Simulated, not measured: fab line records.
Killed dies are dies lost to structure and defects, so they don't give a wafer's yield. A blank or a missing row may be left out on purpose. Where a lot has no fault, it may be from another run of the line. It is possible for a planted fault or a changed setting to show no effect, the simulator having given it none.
fab line records -- flow sfq_line
record: lots: 6, wafers: 16, last_day: 94
route steps=325 shown INCOMING@1 L0@3
lots that met no fault: taken from a fault-free run of the same line
start_h: hours from the record's opening day to when the first of the lot's shown wafers began -- wait_h: time in hours since the lot's previous step -- " as in the row above -- L1.1+2: a single row standing in for several wafers -- - no value present, or no start provided -- * or withheld: withheld -- < > ~ a bound
route shown NAME@n: names a module that has steps shown in the file, with the first one's number in the route -- usual: the fault-free wafers' mean and standard deviation -- same: alike in all rows -- chamber/n: place in a boat -- sites: readings site by site -- _std_site: the standard deviation of these -- _edge_site: outer sites' mean less inner sites' -- radius_mm: how far each site lies from the wafer's centre -- mask NAME#n: copy n -- behind: the last tool/chamber to shape the wafer -- hold: reason for holding the lot/hours on hold/outcome of the hold -- device: whichever transistor did not switch (one of n, p or np) -- end of line: tests run on the same wafers once the route is complete -- for a step that has no rows: nothing shown but its recipe -- killed: count of dies lost to structure and defects at first sort (not the wafer's yield) -- map: a wafer's dies, x killed, . not, _ none there
set.NAME: the setting the step ran with; set.NAME@STEP: the setting that earlier step ran with -- model.NAME: the simulator's own value behind a step, which no gauge read
lots at some steps of the route; a table a step, a row a wafer
== steps ==
step: SFQ_INCOMING_BOW_MEAS_900
recipe: mode: bow
usual: INCOMING_BOW: 0/6.5
lot.wafer,tool,chamber,start_h,wait_h,INCOMING_BOW[um]
L111.2,film_metro-02,-,10.02,-,1
L111.3,film_metro-02,-,10.02,-,9
L111.4,film_metro-02,-,10.02,-,-3
L112.3,film_metro-01,-,15.04,-,-15
L112.4,film_metro-01,-,15.04,-,4
L112.5,film_metro-01,-,15.04,-,5
L123.3,film_metro-01,-,70.04,-,7
L123.4,film_metro-01,-,70.04,-,6
L126.3,film_metro-02,-,85.04,-,3
L126.4,film_metro-02,-,85.04,-,4
L130.1,film_metro-04,-,105.00,-,-4
L130.5,film_metro-04,-,105.00,-,6
L130.6,film_metro-04,-,105.00,-,12
L133.4,film_metro-02,-,120.06,-,5
L133.5,film_metro-02,-,120.06,-,-2
L133.6,film_metro-02,-,120.06,-,-7
step: SFQ_TRILAYER_INCOMING_OXIDATION_002
recipe: temp_c: 1000, ambient: H2O, target_thk_a: 5000, p_h2o_torr: 720, ox_time_s: 4939
step: SFQ_TRILAYER_L0_DEP_SPUTTER_003
recipe: material: MoNx_KI, base_pressure_pa: 1.33e-06, target_thk_nm: 40, power_w: 800, time_s: 100, chamber_pressure_pa: 0.4
usual: throttle_valve_pct: 29.1/1.4
lot.wafer,tool,chamber,start_h,wait_h,throttle_valve_pct
L111.2,pvd_sputter-05,-,12.49,0.0,27.7
L111.3,pvd_sputter-05,-,12.49,0.0,28.4
L111.4,pvd_sputter-05,-,12.49,0.0,27.4
L112.3,pvd_sputter-05,-,17.49,0.0,27.6
L112.4,pvd_sputter-05,-,17.49,0.0,29.7
L112.5,pvd_sputter-05,-,17.49,0.0,29.4
L123.3,pvd_sputter-05,-,72.49,0.0,27.4
L123.4,pvd_sputter-05,-,72.49,0.0,27.4
L126.3,pvd_sputter-05,-,87.49,0.0,28.2
L126.4,pvd_sputter-05,-,87.49,0.0,27.3
L130.1,pvd_sputter-05,-,107.49,0.0,29.7
L130.5,pvd_sputter-05,-,107.49,0.0,27.5
L130.6,pvd_sputter-05,-,107.49,0.0,27.7
L133.4,pvd_sputter-05,-,122.49,0.0,27.8
L133.5,pvd_sputter-05,-,122.49,0.0,27.1
L133.6,pvd_sputter-05,-,122.49,0.0,27.6
step: SFQ_L0_RS_MEAS_901
recipe: thk_meas_gauge: four-point-probe, reads: MoNx_KI_of_TRILAYER_L0_DEP_SPUTTER_003
usual: L0_MONX_KI_RS: 43.2/0.66
lot.wafer,tool,chamber,start_h,wait_h,L0_MONX_KI_RS[ohm/sq]
L111.2,film_metro-02,-,12.58,0.1,42.4
L111.3,film_metro-02,-,12.58,0.1,43.5
L111.4,film_metro-02,-,12.58,0.1,44.3
L112.3,film_metro-03,-,17.60,0.1,44.3
L112.4,film_metro-03,-,17.60,0.1,43.3
L112.5,film_metro-03,-,17.60,0.1,43.5
L123.3,film_metro-03,-,72.60,0.1,42.4
L123.4,film_metro-03,-,72.60,0.1,43.6
L126.3,film_metro-03,-,87.60,0.1,43.2
L126.4,film_metro-03,-,87.60,0.1,43.4
L130.1,film_metro-03,-,107.56,0.0,42.8
L130.5,film_metro-03,-,107.56,0.0,42.2
L130.6,film_metro-03,-,107.56,0.0,43.8
L133.4,film_metro-03,-,122.62,0.1,42.8
L133.5,film_metro-03,-,122.62,0.1,43.1
L133.6,film_metro-03,-,122.62,0.1,41.6
step: SFQ_L0_THK_MEAS_902
recipe: thk_meas_gauge: xrf, reads: MoNx_KI_of_TRILAYER_L0_DEP_SPUTTER_003
usual: L0_MONX_KI_THK: 39.6/0.61
lot.wafer,tool,chamber,start_h,wait_h,L0_MONX_KI_THK[nm]
L111.2,film_metro-02,-,12.69,0.1,40.3
L111.3,film_metro-02,-,12.69,0.1,39.5
L111.4,film_metro-02,-,12.69,0.1,38.7
L112.3,film_metro-03,-,17.70,0.1,38.5
L112.4,film_metro-03,-,17.70,0.1,39.7
L112.5,film_metro-03,-,17.70,0.1,39.3
L123.3,film_metro-03,-,72.70,0.1,40.4
L123.4,film_metro-03,-,72.70,0.1,39.5
L126.3,film_metro-03,-,87.70,0.1,39.6
L126.4,film_metro-03,-,87.70,0.1,39.4
L130.1,film_metro-03,-,107.68,0.1,40.1
L130.5,film_metro-03,-,107.68,0.1,40.6
L130.6,film_metro-03,-,107.68,0.1,39.1
L133.4,film_metro-03,-,122.71,0.1,40.0
L133.5,film_metro-03,-,122.71,0.1,39.6
L133.6,film_metro-03,-,122.71,0.1,41.2
step: SFQ_TRILAYER_L0_LITHO_COAT_010
recipe: resist: BARC, spin_rpm: 3000, resist_thk_nm: 62
step: SFQ_TRILAYER_L0_LITHO_COAT_005
recipe: resist: KrF, spin_rpm: 3000, resist_thk_nm: 600
step: SFQ_TRILAYER_L0_LITHO_SOFTBAKE_009
recipe: temp_c: withheld, time_s: withheld, resist: KrF
step: SFQ_TRILAYER_L0_LITHO_EXPOSE_006
recipe: mask_id: L0, na: 0.6, source_shape: conventional, sigma_outer: 0.65, target_cd_nm: 2000, dose_mj: 14.4
step: SFQ_TRILAYER_L0_LITHO_PEB_008
recipe: peb_temp_c: 115, peb_time_s: 60, resist: KrF
usual: chill_plate_temp_C: 22.99/0.11, heater_power_total_W: 79.15/0.063, plate_temp_C: 114.99/0.12
lot.wafer,tool,chamber,start_h,wait_h,chill_plate_temp_C,heater_power_total_W,plate_temp_C
L111.2,litho_track-02,0,48.00,0.8,22.84,79.18,114.86
L111.3,litho_track-02,0,48.00,0.8,23.07,79.23,115.06
L111.4,litho_track-02,0,48.00,0.8,22.89,79.11,114.80
L112.3,litho_track-01,0,54.03,0.7,22.89,79.14,114.96
L112.4,litho_track-01,0,54.03,0.7,23.06,79.22,114.82
L112.5,litho_track-01,0,54.03,0.7,23.16,79.15,114.99
L123.3,litho_track-02,0,116.00,0.7,22.94,80.02,-
L123.4,litho_track-02,0,116.00,0.7,22.79,79.05,114.92
L126.3,litho_track-02,0,129.95,0.7,23.06,80.16,-
L126.4,litho_track-02,0,129.95,0.7,23.13,79.14,114.80
L130.1,litho_track-01,0,149.10,1.0,23.07,79.22,115.12
L130.5,litho_track-01,0,149.10,1.0,22.96,79.11,115.01
L130.6,litho_track-01,0,149.10,1.0,23.06,79.15,115.05
L133.4,litho_track-01,0,163.38,0.5,23.06,79.18,115.08
L133.5,litho_track-01,0,163.38,0.5,23.01,79.10,114.81
L133.6,litho_track-01,0,163.38,0.5,22.93,79.05,114.86
step: SFQ_TRILAYER_L0_LITHO_DEVELOP_007
recipe: time_s: 60, resist: KrF
== key ==
first_sign: step: SFQ_TRILAYER_L0_LITHO_PEB_008, reading: heater_power_total_W, direction: up, sigmas: 15, usual: 79.15, struck: 80.09
effect none on later readings
met_at SFQ_TRILAYER_L0_LITHO_PEB_008
struck_wafers L123.3,L126.3
onset_between 48.00 116.00
fault: kind: process_parameter_drift, tool: litho_track-02, chamber: -, onset_h: 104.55, steps: SFQ_TRILAYER_L0_LITHO_PEB_008, channel: peb_time_s, offset: *, shape: step, end_h: 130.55, scope: struck_wafers_only, acts_in: *, stated: *
